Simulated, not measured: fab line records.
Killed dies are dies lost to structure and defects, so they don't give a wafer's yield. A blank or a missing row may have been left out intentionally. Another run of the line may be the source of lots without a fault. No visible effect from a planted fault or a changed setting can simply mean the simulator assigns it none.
2 desks looking at one fault    flow gf180mcu    numbers are kept per desk, each desk with only its own; the story behind them comes last

THE METROLOGY DESK
What the gauges read, lot by lot, whatever tool the lot ran on: means of the sampled wafers that have a number. If a lot's mean is further than 4 standard deviations from the usual mean, the lot is out of limits and carries the mark OUT (the distance appears in the brackets).
Columns: A = V2_OVL at GF_V2_OVL_MEAS_15, usual 4 nm
lot   first seen here  A
L274  day 20 18:04     11
L276  day 21 03:04     1
L278  day 21 13:55     6
L279  day 22 01:23     2
L280  day 22 08:48     2
L281  day 22 18:37     -5
L283  day 23 10:34     8
L285  day 24 03:28     9
L286  day 24 04:25     4
L288  day 25 08:49     -1
L289  day 25 14:47     5
L295  day 27 16:35     -3
L294  day 28 01:20     9
L296  day 28 05:30     7
L297  day 28 10:42     5
This desk found nothing out of limits on any of the 15 lots.

DESK OF THE TOOL OWNER: cmp-01
The tool's own readings at GF_V2_CMP_26 (polishes, stops on SiO2, t overpolish 15 s, target thk 0 nm): means of the sampled wafers that have a number, for each lot that ran on this tool. If a lot's mean is further than 4 standard deviations from the usual mean, the lot is out of limits and carries the mark OUT (the distance appears in the brackets).
Columns: A = motor current A at GF_V2_CMP_26, usual 10.4 A; B = overpolish run s at GF_V2_CMP_26, usual 15.000 s; C = time to endpoint s at GF_V2_CMP_26, usual 83 s
lot   first seen here  A     B                         C
L278  day 21 15:01     9.8   14.993                    80
L281  day 22 19:43     9.9   14.995                    86
L283  day 23 11:41     10.9  14.993                    83
L285  day 24 04:58     10.4  14.996                    79
L286  day 24 05:31     10.0  5.026 (-99 or more) OUT   110 (+6.5) OUT
L288  day 25 09:58     9.8   10.007 (-99 or more) OUT  97
L289  day 25 16:01     10.1  10.011 (-99 or more) OUT  97
L295  day 27 17:40     10.8  14.997                    78
L294  day 28 02:25     11.2  15.006                    81
L296  day 28 06:39     10.4  15.002                    83
L297  day 28 11:51     10.0  14.999                    88
Finding of this desk: L286, L288, L289 out of limits; the first was L286 at day 24 05:31, on overpolish run s at GF_V2_CMP_26. L278, L281, L283, L285, L295, L294, L296, L297 stayed within limits.

TAKEN TOGETHER
An alarm could have come from the tool owner's desk at day 24 05:31, on L286, L288, L289.
From the metrology desk's view, nothing was out of limits.
The metrology desk holds a record of L286, L288, L289, inside its limits.
Every lot named ran GF_V2_CMP_26 on cmp-01.

WHAT HAD BEEN PUT IN BY THE SIMULATOR
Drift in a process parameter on cmp-01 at GF_V2_CMP_26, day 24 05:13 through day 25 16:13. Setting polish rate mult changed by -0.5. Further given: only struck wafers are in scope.
Struck lots among those shown: L286, L288, L289.
Each desk's first reading out of limits, in hours after the fault started: the tool owner's desk, 0.
